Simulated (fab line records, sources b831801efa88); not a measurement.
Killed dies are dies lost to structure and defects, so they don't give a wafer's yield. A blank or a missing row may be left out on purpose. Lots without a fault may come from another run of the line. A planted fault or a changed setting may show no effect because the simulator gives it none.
fab line records | flow gf180mcu
record lots=14 wafers=42 last_day=34
route steps=602 shown MVSD@136 POLY_GATE@167 HV_LDD@210
lots that met no fault: from a run of the same line without faults
start_h: hours from the record's first day to the start of the lot's first wafer shown | wait_h: hours since the lot's step before | " the same as in the row above | L1.1+2: a row that stands for several wafers | - no value, or no start given | * or withheld: withheld | < > ~ a bound
route shown NAME@n: a module of which the file shows steps, and the number in the route of the first | usual: mean/standard deviation of fault-free wafers | same: alike in all rows | chamber/n: place in a boat | sites: the reading at each site | _std_site: their standard deviation | _edge_site: outer sites' mean less inner sites' | radius_mm: how far each site lies from the wafer's centre | mask NAME#n: copy n | behind: the tool/chamber that last shaped the wafer | hold: why the lot was held/for how many hours/how that ended | device: the transistor (n, p or np) that didn't switch | end of line: the same wafers' tests at the end of the route | a step without rows: its recipe alone | killed: dies lost to structure and defects at the first sort, not the wafer's yield | map: a wafer's dies, x killed, . not, _ none there
set.NAME: the setting as run; set.NAME@STEP: as run at that earlier step | model.NAME: the simulator's own value behind a step, which no gauge read
steps of the route over a sample of lots; a table a step, a row a wafer
services: from which hour (start_h, from the record's first day; less than 0 if before it) a tool's chamber was out of use, for how many hours, and why
## steps
# step GF_VT_IMPLANT_RS_MEAS_46
# recipe thk_meas_gauge=four-point-probe
# usual MVSD_RS=456.3/1
# columns lot.wafer tool chamber start_h wait_h MVSD_RS[ohm/sq]
L302.1 film_metro-03 - 161.21 0.1 457.7
L302.3 " - " " 457.1
L302.4 " - " " 456.0
L303.2 film_metro-01 - 168.24 0.1 455.0
L303.3 " - " " 455.8
L303.4 " - " " 455.3
L304.4 film_metro-04 - 173.38 0.1 458.0
L304.5 " - " " 457.2
L304.6 " - " " 457.7
L307.2 film_metro-04 - 202.18 0.1 455.9
L307.4 " - " " 456.0
L307.5 " - " " 456.8
L310.1 film_metro-04 - 215.61 0.1 456.0
L310.3 " - " " 456.6
L310.5 " - " " 456.8
L314.2 film_metro-04 - 242.40 0.1 455.2
L314.3 " - " " 454.9
L314.6 " - " " 454.6
L315.2 film_metro-01 - 245.23 0.1 456.4
L315.3 " - " " 456.2
L315.4 " - " " 454.5
L316.4 film_metro-01 - 254.63 0.1 453.9
L316.5 " - " " 456.3
L316.6 " - " " 456.2
L320.1 film_metro-04 - 282.43 0.1 456.9
L320.4 " - " " 456.8
L320.5 " - " " 456.9
L321.4 film_metro-01 - 289.17 0.1 455.6
L321.5 " - " " 456.0
L321.6 " - " " 456.4
L322.1 film_metro-03 - 294.06 0.1 456.6
L322.4 " - " " 457.2
L322.6 " - " " 457.1
L323.4 film_metro-04 - 298.57 0.1 456.3
L323.5 " - " " 455.0
L323.6 " - " " 457.1
L324.4 film_metro-04 - 307.32 0.1 457.3
L324.5 " - " " 456.9
L324.6 " - " " 456.6
L325.2 film_metro-01 - 314.60 0.1 456.4
L325.3 " - " " 456.5
L325.4 " - " " 457.2
# step GF_POLY_GATE_CD_MEAS_10
# recipe target_cd_nm=280
# usual cd_nm=280.3/1.3
# columns lot.wafer tool chamber start_h wait_h cd_nm
L302.1 cd_sem-02 - 199.86 0.1 278.9
L302.3 " - " " 279.7
L302.4 " - " " 280.3
L303.2 cd_sem-01 - 207.63 0.1 279.7
L303.3 " - " " 279.6
L303.4 " - " " 279.3
L304.4 cd_sem-01 - 212.67 0.1 280.6
L304.5 " - " " 281.1
L304.6 " - " " 280.5
L307.2 cd_sem-02 - 246.83 0.1 280.5
L307.4 " - " " 280.7
L307.5 " - " " 280.6
L310.1 cd_sem-01 - 259.47 0.1 281.0
L310.3 " - " " 280.7
L310.5 " - " " 280.3
L314.2 cd_sem-01 - 285.74 0.1 280.0
L314.3 " - " " 279.8
L314.6 " - " " 279.4
L315.2 cd_sem-01 - 289.18 0.1 281.2
L315.3 " - " " 280.7
L315.4 " - " " 280.1
L316.4 cd_sem-01 - 300.83 0.1 282.3
L316.5 " - " " 282.4
L316.6 " - " " 282.3
L320.1 cd_sem-01 - 328.16 0.1 278.7
L320.4 " - " " 277.5
L320.5 " - " " 278.4
L321.4 cd_sem-02 - 336.12 0.1 282.4
L321.5 " - " " 281.8
L321.6 " - " " 282.6
L322.1 cd_sem-02 - 341.67 0.1 279.9
L322.4 " - " " 279.3
L322.6 " - " " 279.4
L323.4 cd_sem-02 - 346.22 0.1 281.2
L323.5 " - " " 281.1
L323.6 " - " " 280.2
L324.4 cd_sem-02 - 357.93 0.1 278.9
L324.5 " - " " 278.5
L324.6 " - " " 277.6
L325.2 cd_sem-01 - 364.73 0.1 279.6
L325.3 " - " " 280.0
L325.4 " - " " 280.1
# step GF_HV_LDD_IMPLANT_34
# recipe species=P energy_kev=60 dose_cm2=7.5e+12 tilt_deg=30 rotation_deg=90
# usual beam_on_s=10.00/0.22
# columns lot.wafer tool chamber start_h wait_h beam_on_s
L302.1 implanter-02 0 257.14 0.1 10.36
L302.3 " 0 " " 9.97
L302.4 " 0 " " 10.23
L303.2 implanter-03 0 264.51 0.1 9.82
L303.3 " 0 " " 9.44
L303.4 " 0 " " 9.66
L304.4 implanter-02 0 270.15 0.1 9.77
L304.5 " 0 " " 10.23
L304.6 " 0 " " 10.31
L307.2 implanter-01 0 308.51 0.1 10.14
L307.4 " 0 " " 10.34
L307.5 " 0 " " 9.63
L310.1 implanter-01 0 322.09 0.1 9.63
L310.3 " 0 " " 10.22
L310.5 " 0 " " 9.65
L314.2 implanter-01 0 349.79 0.1 10.02
L314.3 " 0 " " 10.07
L314.6 " 0 " " 9.51
L315.2 implanter-02 0 353.36 0.1 10.10
L315.3 " 0 " " 9.96
L315.4 " 0 " " 9.78
L316.4 implanter-03 0 368.36 0.1 9.97
L316.5 " 0 " " 9.88
L316.6 " 0 " " 10.10
L320.1 implanter-02 0 397.53 0.1 9.96
L320.4 " 0 " " 9.96
L320.5 " 0 " " 9.79
L321.4 implanter-01 0 410.04 0.1 9.80
L321.5 " 0 " " 10.29
L321.6 " 0 " " 10.11
L322.1 implanter-03 0 413.32 0.1 9.65
L322.4 " 0 " " 10.07
L322.6 " 0 " " 10.29
L323.4 implanter-01 0 418.96 0.1 9.95
L323.5 " 0 " " 9.98
L323.6 " 0 " " 10.22
L324.4 implanter-02 0 429.99 0.1 10.08
L324.5 " 0 " " 9.87
L324.6 " 0 " " 10.34
L325.2 implanter-02 0 437.80 0.1 9.61
L325.3 " 0 " " 9.67
L325.4 " 0 " " 10.15
# step GF_HV_LDD_RTA_52
# recipe temp_c=1000 time_s=10 ambient=N2
# usual lamp_power_pct=31.7/2.9 wafer_temp_C_max=1003.8/0.86
# columns lot.wafer tool chamber start_h wait_h lamp_power_pct wafer_temp_C_max
L302.1 rtp_anneal-02 0 277.05 0.0 29.0 1003.5
L302.3 " 0 " " 29.0 1002.6
L302.4 " 0 " " 29.0 1003.0
L303.2 rtp_anneal-01 0 285.26 0.0 34.9 1004.6
L303.3 " 0 " " 34.8 1004.0
L303.4 " 0 " " 34.8 1006.8
L304.4 rtp_anneal-02 0 290.31 0.0 29.0 1002.6
L304.5 " 0 " " 29.0 1002.9
L304.6 " 0 " " 29.0 1002.6
L307.2 rtp_anneal-02 0 330.26 0.0 29.0 1003.8
L307.4 " 0 " " 29.0 1002.9
L307.5 " 0 " " 29.0 1003.0
L310.1 rtp_anneal-02 0 343.94 0.0 29.0 1003.4
L310.3 " 0 " " 29.0 1003.6
L310.5 " 0 " " 29.0 1004.8
L314.2 rtp_anneal-01 0 372.59 0.0 34.8 1005.4
L314.3 " 0 " " 34.9 1004.3
L314.6 " 0 " " 34.8 1004.5
L315.2 rtp_anneal-01 0 377.06 0.0 34.9 1003.3
L315.3 " 0 " " 34.8 1004.8
L315.4 " 0 " " 34.9 1004.7
L316.4 rtp_anneal-01 0 392.31 0.0 34.8 1001.9
L316.5 " 0 " " 34.9 1005.5
L316.6 " 0 " " 34.8 1004.2
L320.1 rtp_anneal-01 0 421.95 0.0 34.8 1004.2
L320.4 " 0 " " 34.8 1004.5
L320.5 " 0 " " 34.8 1004.4
L321.4 rtp_anneal-02 0 434.78 0.0 29.0 1002.9
L321.5 " 0 " " 29.0 1003.6
L321.6 " 0 " " 29.0 1002.4
L322.1 rtp_anneal-02 0 439.20 0.0 29.0 1002.9
L322.4 " 0 " " 29.0 1004.1
L322.6 " 0 " " 29.0 1003.5
L323.4 rtp_anneal-01 0 444.33 0.0 34.9 1005.8
L323.5 " 0 " " 34.9 1004.5
L323.6 " 0 " " 34.9 1004.7
L324.4 rtp_anneal-02 0 455.22 0.0 29.0 1003.9
L324.5 " 0 " " 29.0 1003.3
L324.6 " 0 " " 29.0 1003.4
L325.2 rtp_anneal-01 0 463.10 0.0 34.8 1003.8
L325.3 " 0 " " 34.8 1004.9
L325.4 " 0 " " 34.9 1003.8
# step GF_HV_LDD_RS_MEAS_53
# recipe thk_meas_gauge=four-point-probe
# usual HV_LDD_RS=417.7/0.87
# columns lot.wafer tool chamber start_h wait_h HV_LDD_RS[ohm/sq]
L302.1 film_metro-03 - 277.11 0.1 416.9
L302.3 " - " " 417.8
L302.4 " - " " 415.3
L303.2 film_metro-04 - 285.33 0.1 417.9
L303.3 " - " " 417.7
L303.4 " - " " 417.8
L304.4 film_metro-03 - 290.41 0.1 418.2
L304.5 " - " " 417.7
L304.6 " - " " 417.6
L307.2 film_metro-04 - 330.34 0.1 416.5
L307.4 " - " " 417.8
L307.5 " - " " 415.5
L310.1 film_metro-03 - 344.00 0.1 -
L310.3 " - " " -
L310.5 " - " " -
L314.2 film_metro-01 - 372.66 0.1 -
L314.3 " - " " -
L314.6 " - " " -
L315.2 film_metro-01 - 377.13 0.1 418.1
L315.3 " - " " 417.6
L315.4 " - " " 418.3
L316.4 film_metro-03 - 392.40 0.1 416.8
L316.5 " - " " 416.2
L316.6 " - " " 417.6
L320.1 film_metro-04 - 422.01 0.1 418.1
L320.4 " - " " 418.1
L320.5 " - " " 418.7
L321.4 film_metro-01 - 434.88 0.1 418.8
L321.5 " - " " 419.0
L321.6 " - " " 418.6
L322.1 film_metro-03 - 439.27 0.1 417.8
L322.4 " - " " 417.1
L322.6 " - " " 417.8
L323.4 film_metro-03 - 444.42 0.1 417.7
L323.5 " - " " 418.5
L323.6 " - " " 417.7
L324.4 film_metro-01 - 455.31 0.1 417.3
L324.5 " - " " 416.3
L324.6 " - " " 416.7
L325.2 film_metro-01 - 463.17 0.1 418.0
L325.3 " - " " 417.9
L325.4 " - " " 418.0
## services
# columns tool chamber start_h hours kind
implanter-03 - 241.65 0.5 repair
implanter-01 - 255.34 2.1 repair
implanter-01 - 261.87 8.7 repair
rtp_anneal-01 - 295.45 1.1 pm
implanter-02 - 301.62 4.1 repair
implanter-02 - 348.87 4.1 repair
implanter-03 - 430.01 3.9 pm
implanter-01 - 448.43 1.4 repair
## key
first_sign step=GF_HV_LDD_RS_MEAS_53 reading=HV_LDD_RS direction=missing
effect none on later readings
met_at GF_HV_LDD_IMPLANT_34
struck_lots L310,L314
tester_left_out L310,L314
not_acting_at GF_VT_IMPLANT_RS_MEAS_46,GF_POLY_GATE_CD_MEAS_10,GF_HV_LDD_RTA_52
onset_between 308.51 322.09
fault kind=process_parameter_drift tool=implanter-01 chamber=- onset_h=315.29 steps=GF_HV_LDD_IMPLANT_34 channel=tilt_deg offset=10.951 spread_by_wafer=0.3 shape=step end_h=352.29 acts_in=these_recipes_only stated=30
# tester_left_out: of these lots the tester's yield and bins aren't shown, on N5 and GAA mostly nor the transistor test; their killed dies are dies lost to structure and defects alone, not to doping, threshold or leakage, so they don't give the yield
